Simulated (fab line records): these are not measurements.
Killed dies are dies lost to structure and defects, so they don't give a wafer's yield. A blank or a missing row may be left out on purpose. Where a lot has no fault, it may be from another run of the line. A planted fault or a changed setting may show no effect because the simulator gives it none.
The same fault as seen by 2 desks	flow gf180mcu	only its own numbers are on each desk; what lay behind them is given at the end

## AT THE METROLOGY DESK
Means of the sampled wafers that have a number, per lot and without regard to the tool the lot ran on: this is what the gauges read. A lot is out of limits, marked OUT, if its mean lies more than 4 standard deviations from the usual mean; the brackets give that distance.
Columns: A = MVPSD_RS at GF_VT_IMPLANT_RS_MEAS_49, usual 1168.8 ohm/sq; B = NSD_RS at GF_PSD_RS_MEAS_14, usual 46.15 ohm/sq; C = cd nm at GF_SAB_CD_MEAS_09, usual 420.4 nm
lot	first seen here	A	B	C
L625	day 7 13:39	1171.7	46.30	416.1
L628	day 8 11:01	1169.3	46.11	418.4
L630	day 8 23:55	1167.3	46.15	422.2
L632	day 9 14:55	1168.1	46.21	419.6
L633	day 9 19:32	1168.1	46.11	423.0
L637	day 10 22:20	1166.2	49.81 (+42) OUT	420.3
L639	day 11 13:00	1165.9	49.79 (+42) OUT	421.6
L640	day 11 20:05	1170.1	46.24	420.8
L643	day 12 16:31	1167.9	46.09	417.8
L647	day 13 19:54	1170.0	46.06	418.8
L648	day 14 03:38	1172.9	46.18	420.0
This desk's result: L637, L639 out of limits, first on L637 (NSD_RS at GF_PSD_RS_MEAS_14), day 18 14:16. L625, L628, L630, L632, L633, L640, L643, L647, L648 stayed within limits.

## THE TOOL OWNER'S DESK: implanter-01
GF_NSD_IMPLANT_09, tool's own readings: per-lot mean of the sampled wafers with a number, covering each lot this tool ran. A lot is out of limits, marked OUT, if its mean lies more than 4 standard deviations from the usual mean; the brackets give that distance.
Columns: A = beam on s at GF_NSD_IMPLANT_09, usual 19.6 s; B = dose ions cm2 at GF_NSD_IMPLANT_09, usual 4e+15
lot	first seen here	A	B
L628	day 14 10:21	21.6	4e+15
L632	day 15 19:30	21.3	4e+15
L637	day 17 13:41	13.8	3e+15 (-99 or more) OUT
L639	day 18 08:43	13.6	3e+15 (-99 or more) OUT
Finding of this desk: L637, L639 out of limits; the first was L637 at day 17 13:41, on dose ions cm2 at GF_NSD_IMPLANT_09. L628, L632 stayed within limits.

## TAKEN TOGETHER
The tool owner's desk had the chance to raise an alarm at day 17 13:41 on L637, L639.
An alarm was possible from the metrology desk at day 18 14:16, on L637, L639.
All the named lots went through GF_NSD_IMPLANT_09 on implanter-01.

## WHAT THE SIMULATOR HAD INSERTED
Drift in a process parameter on implanter-01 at GF_NSD_IMPLANT_09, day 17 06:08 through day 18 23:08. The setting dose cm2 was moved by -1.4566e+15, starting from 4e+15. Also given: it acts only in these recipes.
Lots struck among those shown: L637, L639.
Fault start to first reading out of limits, in hours, per desk: tool owner, 8; metrology, 32.
